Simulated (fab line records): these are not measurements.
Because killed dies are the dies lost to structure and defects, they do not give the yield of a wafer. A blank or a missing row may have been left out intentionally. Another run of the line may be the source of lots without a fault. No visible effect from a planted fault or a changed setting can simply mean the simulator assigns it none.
8D (eight disciplines) problem report, filled in by code | flow gf180mcu | the parts of the form that need people (team, actions taken, sign-off) are left out

== 1. WHAT WENT WRONG ==
Mean of dose ions cm2 at GF_HV_LDD_IMPLANT_48: 3.049e+13 across 9 wafers in 3 lots; on wafers with no fault it is 3.001e+13 (standard deviation 3.1e+10). That puts it +15 standard deviations away from the usual mean.
Earliest sighting: wafer L822.1 on implanter-02 at day 15 17:13. The record holds 21 wafers of 7 lots with a number at this step. Rule for "out", or "out of limits": more than 4 standard deviations from the usual mean. The rest of the wafers with a number are treated as sound.

== 2. WHAT THIS IS AND IS NOT ==
question                    | is                     | is not
which readings at this step | dose ions cm2          | beam energy keV
which lots                  | L822, L823, L824       | L812, L815, L830, L831
which wafers of those lots  | all that have a number | -
read on which tools         | implanter-02           | implanter-03, implanter-04
when                        | from day 15 17:13      | up to then (6 sound wafers); but 6 sound wafers of L830, L831 came after

== 3. SUSPECTS, AND WHAT RULES EACH OUT ==
Counting: a tool at a process step up to the reading stays a suspect if it ran every lot that is out and no sound lot after the first of them.
- implanter-02 at GF_HV_LDD_IMPLANT_48: kept. Every lot that is out went through it, starting with L822 (day 15 17:13), and after that it ran no sound lot; the last sound lot it ran before then is L815 (day 13 08:01). Its own dose ions cm2 readings are out on those wafers.
After counting, what remains is implanter-02 at GF_HV_LDD_IMPLANT_48.

== 4. THE CAUSE (what the simulator had put in) ==
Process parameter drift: implanter-02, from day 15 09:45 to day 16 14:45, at GF_HV_LDD_IMPLANT_48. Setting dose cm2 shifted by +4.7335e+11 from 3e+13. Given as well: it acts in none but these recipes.
Only this tool survived the counting.

== 5. SEQUENCE OF EFFECTS, ordered by route ==
Each row: a reading where the mean over the struck wafers with a number is more than 3 standard deviations away from the usual. Scope: only readings with a usual standard deviation given in the record; hours: median across lots of the time from each lot's start at the first step in this table that gives one to its start at this step; sigmas: change in usual standard deviations.
hours | step                 | reading       | usual     | on struck wafers | change     | sigmas
0     | GF_HV_LDD_IMPLANT_48 | dose ions cm2 | 3.001e+13 | 3.049e+13        | +4.800e+11 | +15
Here are the process steps it includes:
- GF_HV_LDD_IMPLANT_48

== 6. WHAT WOULD HAVE CAUGHT IT SOONER ==
7 hours passed between the start of the fault at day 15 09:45 and the first reading out of limits in this record, taken at day 15 17:13.
